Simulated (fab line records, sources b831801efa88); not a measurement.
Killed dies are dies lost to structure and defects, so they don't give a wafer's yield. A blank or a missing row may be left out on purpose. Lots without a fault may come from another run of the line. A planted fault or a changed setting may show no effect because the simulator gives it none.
A struck lot beside a sound one | flow sky130 | 17 steps out of a route of 708
Sound: wafers L615.1, L615.2, L615.6. Struck: wafers L625.2, L625.4. (L625.6 of the same lot was not struck and is left out.) The cause comes at the end.
At each step with rows: each side's tool, then ch and its chambers, then its first start. Under that, the readings that differ: sound wafers | struck wafers | difference of the means | sigmas: that difference in standard deviations of wafers without a fault.
alike: readings whose means differ by less than 2 such deviations, and words and numbers that are the same on both sides. not compared: withheld readings, readings that some wafer has no value for, bounds like >300 that may hide the same value, and numbers for which the record gives no deviation and whose values overlap.
The two part at a step that has a row with sigmas, a row that says differs or no value, or rows on one side only. Numbers that don't overlap but have no deviation are shown without sigmas and don't part them. A reading that every wafer of one side lacks parts them only if that side has two wafers or more.

SKY_LDD_P_OVL_MEAS_08:
  sound on overlay-02, day 23 08:36; struck on overlay-02, day 25 21:25
  alike: LDD_P_OVL
then, 1 step without rows for these wafers: SKY_LDD_P_IMPLANT_09.
SKY_LDD_P_STRIP_10: strips in O2/N2.
  sound on plasma_asher-03 ch 0,1, day 23 08:47; struck on plasma_asher-03 ch 0, day 25 21:35
  alike: chamber_pressure_mTorr, drypump_motor_current_A, n2_flow_sccm, oes_product_au, strip_time_to_endpoint_s
  not compared: rf_hours_counter_h
SKY_LDD_P_TW_MEAS_11:
  sound on film_metro-02, day 23 08:53; struck on film_metro-02, day 25 21:42
  alike: LDD_P_TW
then, 7 steps without rows for these wafers: SKY_LDD_HVN_DEHYDRATE_00 (time 60 s); SKY_LDD_HVN_HMDS_01 (prime time 60 s); SKY_LDD_HVN_COAT_02 (resist thk 300 nm); SKY_LDD_HVN_SOFTBAKE_03 (time 60 s); SKY_LDD_HVN_EXPOSE_04 (exposes mask HVNTM, target cd 700 nm); SKY_LDD_HVN_PEB_05; SKY_LDD_HVN_DEVELOP_06 (develop time 60 s).
SKY_LDD_HVN_OVL_MEAS_07:
  sound on overlay-02, day 24 14:05; struck on overlay-01, day 27 02:32
  alike: LDD_HVN_OVL
SKY_LDD_HVN_IMPLANT_08:
  sound on implanter-02 ch 0, day 24 14:07; struck on implanter-02 ch 0, day 27 02:35
  alike: faraday_current_uA
SKY_LDD_HVN_STRIP_09: strips in O2/N2.
  sound on plasma_asher-04 ch 0,1, day 24 14:16; struck on plasma_asher-03 ch 0,1, day 27 02:43
  reading                      | sound             | struck      | difference | sigmas
  strip_time_to_endpoint_s (s) | 4.152 4.164 4.146 | 4.114 4.106 | -0.044     | -3
  alike: chamber_pressure_mTorr, drypump_motor_current_A, n2_flow_sccm, oes_product_au
  not compared: rf_hours_counter_h
SKY_LDD_HVN_TW_MEAS_10:
  sound on film_metro-04, day 24 14:22; struck on film_metro-04, day 27 02:49
  reading    | sound          | struck    | difference | sigmas
  LDD_HVN_TW | 1469 1482 1472 | 1397 1396 | -78        | -6
then, 1 step without rows for these wafers: SKY_LDD_HVP_DEHYDRATE_00 (time 60 s).
-- the record jumps here: 23 days lie between the struck wafers' starts before and after (it left off in module LDD_HVP and takes up again in module PAD_OPEN, whose first step shown is number 708 of the route) --
SKY_PAD_OPEN_PROBE_99:
  sound on prober-01, day 48 10:53; struck on prober-01, day 50 01:07
  reading                                        | sound                   | struck          | difference | sigmas
  killed_at_contacts                             | 30 32 24                | 15 14           | -14        | -2
  killed_dies                                    | 102 103 91              | 68 76           | -27        | -3
  killed_open                                    | 54 63 52                | 43 34           | -18        | -3
  model.etest.tip_n_5v.rs_ohm_sq                 | 1336 1347 1351          | 1701 1692       | +352       |
  model.etest.tip_n_5v.rs_ohm_sq_range           | 28.66 33.33 38.08       | 341.1 337.8     | +306.1     |
  model.etest.tip_n_5v.rs_ohm_sq_rim_less_centre | -27.2 -14.35 -7.823     | -146.4 -157.7   | -135.6     |
  model.etest.nfet_g5v0d10v5.r_on_ohm_um         | 1873 1874 1878          | 1944 1940       | +67        |
  model.etest.nfet_g5v0d10v5.vt_sat_v (V)        | 0.7536 0.7506 0.7578    | 0.7815 0.799    | +0.0363    |
  model.etest.nfet_g5v0d10v5.vt_v_range          | 0.01212 0.01772 0.01364 | 0.01821 0.01981 | +0.00452   |
  alike: killed_at_M0_to_M3, killed_at_M4_up, killed_at_front_end, killed_at_other, killed_short

WHERE THEY PART
First at SKY_LDD_HVN_STRIP_09; last, within this record, at SKY_PAD_OPEN_PROBE_99.

WHY: what the simulator had put in
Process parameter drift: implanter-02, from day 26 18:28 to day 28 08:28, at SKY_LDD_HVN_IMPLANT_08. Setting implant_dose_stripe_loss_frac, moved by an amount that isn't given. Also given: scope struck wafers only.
